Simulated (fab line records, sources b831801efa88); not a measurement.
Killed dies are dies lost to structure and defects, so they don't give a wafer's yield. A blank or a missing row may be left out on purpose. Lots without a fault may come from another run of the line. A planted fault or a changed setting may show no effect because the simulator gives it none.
Which tool did it? | flow gf180mcu | 13 lots, 39 wafers sampled, at 3 steps of a route of 602

WHAT THE GAUGES READ, wafer by wafer
GF_TOP_METAL_CD_MEAS_14: target cd 440 nm.
lot  | measured     | on        | cd_nm (nm)
L287 | day 27 18:20 | cd_sem-01 | 437.7 435.9 437.2
L288 | day 27 22:34 | cd_sem-02 | 440.8 439.6 438.5
L289 | day 28 17:18 | cd_sem-01 | 444.0 443.2 443.9
L290 | day 28 20:23 | cd_sem-01 | 438.6 438.3 439.0
L291 | day 29 05:29 | cd_sem-02 | 441.0 438.9 439.9
L293 | day 29 20:07 | cd_sem-02 | 436.3 438.4 439.2
L292 | day 29 21:12 | cd_sem-01 | 441.4 441.7 443.8
L294 | day 30 11:18 | cd_sem-02 | 445.1 445.0 443.1
L295 | day 30 15:08 | cd_sem-02 | 440.0 442.0 441.0
L297 | day 31 15:32 | cd_sem-02 | 439.0 443.0 439.1
L300 | day 32 03:29 | cd_sem-02 | 442.1 440.3 442.6
L303 | day 33 00:17 | cd_sem-01 | 439.4 439.0 440.0
L308 | day 33 14:56 | cd_sem-01 | 437.5 438.6 441.6

WHICH TOOL RAN EACH LOT (tool, then ch and the chambers of the sampled wafers, then the start)
lot  | GF_V5_CMP_26                  | GF_TOP_METAL_SPUTTER_00
L287 | cmp-01 ch 0,2,3, day 26 21:44 | pvd_sputter-04, day 26 22:02
L288 | cmp-01 ch 0,3, day 27 02:28   | pvd_sputter-04, day 27 02:43
L289 | cmp-01 ch 1,2,3, day 27 21:38 | pvd_sputter-04, day 27 21:53
L290 | cmp-01 ch 1,2,3, day 28 00:49 | pvd_sputter-01, day 28 01:01
L291 | cmp-01 ch 1,2,3, day 28 10:24 | pvd_sputter-03, day 28 10:42
L293 | cmp-01 ch 0,1, day 29 00:52   | pvd_sputter-04, day 29 01:10
L292 | cmp-01 ch 1,2, day 29 01:35   | pvd_sputter-03, day 29 01:53
L294 | cmp-01 ch 0,2,3, day 29 16:13 | pvd_sputter-04, day 29 16:25
L295 | cmp-01 ch 0,1,2, day 29 21:08 | pvd_sputter-03, day 29 21:26
L297 | cmp-01 ch 2,3, day 30 21:41   | pvd_sputter-01, day 30 21:59
L300 | cmp-02 ch 1,2,3, day 31 20:19 | pvd_sputter-04, day 31 20:31
L303 | cmp-02 ch 2,3, day 32 07:32   | pvd_sputter-03, day 32 07:47
L308 | cmp-02 ch 0,1,3, day 32 22:21 | pvd_sputter-03, day 32 22:33
- GF_V5_CMP_26: polishes, stops on SiO2, t overpolish 15 s, target thk 0 nm.
- GF_TOP_METAL_SPUTTER_00: material Ti, target thk 37.5 nm, time 150 s.

WHAT THE TOOLS THEMSELVES READ (means of the sampled wafers that have a number; where no wafer has one, the mark that the record gives instead)
GF_V5_CMP_26.
lot  | tool   | edge_zone_pressure_frac | motor_current_A (A) | overpolish_run_s (s) | time_to_endpoint_s (s)
L287 | cmp-01 | 1.003                   | 11.4                | 15.008               | 86
L288 | cmp-01 | 1.001                   | 10.5                | 14.996               | 86
L289 | cmp-01 | 0.999                   | 10.9                | 14.999               | 88
L290 | cmp-01 | 1.005                   | 10.9                | 14.995               | 88
L291 | cmp-01 | 1.005                   | 10.7                | 15.013               | 84
L293 | cmp-01 | 0.995                   | 11.4                | 15.000               | 84
L292 | cmp-01 | 0.998                   | 11.1                | 14.997               | 86
L294 | cmp-01 | 0.993                   | 11.1                | 15.007               | 80
L295 | cmp-01 | 1.001                   | 11.5                | 14.999               | 81
L297 | cmp-01 | 1.001                   | 10.9                | 14.993               | 86
L300 | cmp-02 | 1.002                   | 11.5                | 15.002               | 85
L303 | cmp-02 | 0.994                   | 11.6                | 15.004               | 82
L308 | cmp-02 | 1.004                   | 11.9                | 14.998               | 81

GF_TOP_METAL_SPUTTER_00.
lot  | tool           | substrate_temp_c (C) | throttle_valve_pct (%)
L287 | pvd_sputter-04 | 199.96               | 31.1
L288 | pvd_sputter-04 | 199.90               | 30.6
L289 | pvd_sputter-04 | 200.03               | 30.6
L290 | pvd_sputter-01 | 200.00               | 31.1
L291 | pvd_sputter-03 | 199.95               | 30.2
L293 | pvd_sputter-04 | 199.85               | 30.8
L292 | pvd_sputter-03 | 199.94               | 29.7
L294 | pvd_sputter-04 | 200.02               | 30.5
L295 | pvd_sputter-03 | 200.11               | 30.6
L297 | pvd_sputter-01 | 199.97               | 30.8
L300 | pvd_sputter-04 | 200.15               | 30.8
L303 | pvd_sputter-03 | 200.12               | 30.2
L308 | pvd_sputter-03 | 200.05               | 30.9

THE ANSWER, worked out from the rows above alone
Rule: what is usual is taken from the lots themselves. Put in order of their means at a reading, lots are off if they are a third of the lots or fewer, leave a main group of 4 or more, and stand apart from it by a gap of 3 or more times the standard deviation of the main group's means; of several such gaps the widest counts. A main group whose means are all the same, to the digits that the tables above print for the reading, isn't used. A lot without any number at a reading at which 4 lots or more have one is off too. The other lots that the step has rows for count as sound. The gauges are gone through in route order, then the tools' own readings, and for those a lot's mean is taken as printed above. The first step at which some lot is off is used, and at that step the reading that is off furthest; a lot without a number counts as furthest.
No lot is off at any reading shown: from this, nothing can be told.

WHAT THE SIMULATOR HAD PUT IN
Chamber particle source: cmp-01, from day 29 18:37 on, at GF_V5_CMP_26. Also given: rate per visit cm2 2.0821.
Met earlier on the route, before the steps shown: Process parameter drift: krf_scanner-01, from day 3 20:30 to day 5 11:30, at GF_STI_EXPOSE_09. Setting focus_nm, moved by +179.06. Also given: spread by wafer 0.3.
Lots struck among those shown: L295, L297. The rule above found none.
